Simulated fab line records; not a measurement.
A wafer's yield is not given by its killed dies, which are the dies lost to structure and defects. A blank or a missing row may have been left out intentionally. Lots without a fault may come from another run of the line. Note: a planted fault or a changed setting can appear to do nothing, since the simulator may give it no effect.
Which tool was responsible? / flow gf180mcu / 13 lots, 38 wafers sampled, at 1 step of a route of 602

WHAT THE GAUGES SHOWED, per wafer
GF_V2_BOW_MEAS_05. Usual: for V2_BOW the level is 99 um and the standard deviation is 8.1.
lot=L619; measured=day 19 00:40; on=film-metro-02; V2_BOW (um)=93 85 88; flag=
lot=L620; measured=day 19 16:22; on=film-metro-02; V2_BOW (um)=108 102 97; flag=
lot=L621; measured=day 19 17:58; on=film-metro-02; V2_BOW (um)=104 93 92; flag=
lot=L622; measured=day 20 00:54; on=film-metro-02; V2_BOW (um)=94 98 95; flag=
lot=L623; measured=day 20 12:05; on=film-metro-04; V2_BOW (um)=105 99 84; flag=
lot=L624; measured=day 20 19:03; on=film-metro-01; V2_BOW (um)=107 99 104; flag=
lot=L625; measured=day 21 01:26; on=film-metro-02; V2_BOW (um)=86 98 95; flag=
lot=L626; measured=day 21 16:56; on=film-metro-04; V2_BOW (um)=97 94 92; flag=
lot=L634; measured=day 24 20:58; on=film-metro-02; V2_BOW (um)=103 105; flag=
lot=L639; measured=day 25 22:19; on=film-metro-01; V2_BOW (um)=96 101 103; flag=
lot=L640; measured=day 26 08:22; on=film-metro-02; V2_BOW (um)=104 96 92; flag=
lot=L641; measured=day 26 10:04; on=film-metro-01; V2_BOW (um)=93 116 116; flag=
lot=L642; measured=day 26 21:22; on=film-metro-01; V2_BOW (um)=97 91 92; flag=

WHICH TOOL RAN EACH LOT (tool, then ch and the chambers of the sampled wafers, then the start)
No process step before these readings appears in the record.

WHAT THE TOOLS THEMSELVES READ (means of the sampled wafers that have a number; where no wafer has one, the mark that the record gives instead)
The record holds no such reading with a usual standard deviation.

THE ANSWER, worked out from the rows above alone
Rule: a lot counts as off when the mean over its wafers that have a number is more than 3 standard deviations away from the usual mean. Also off: a lot with no number at a reading for which 4 or more lots have one. The other lots that the step has rows for count as sound. After the gauges, taken in route order, come the tools' own readings; for these a lot's mean is taken, as printed above. At the first step where some lot is off, the reading lying furthest off is the one used; lots without a number count as furthest.
None of the lots is off at any reading shown; this tells nothing.

WHAT HAD BEEN PUT IN BY THE SIMULATOR
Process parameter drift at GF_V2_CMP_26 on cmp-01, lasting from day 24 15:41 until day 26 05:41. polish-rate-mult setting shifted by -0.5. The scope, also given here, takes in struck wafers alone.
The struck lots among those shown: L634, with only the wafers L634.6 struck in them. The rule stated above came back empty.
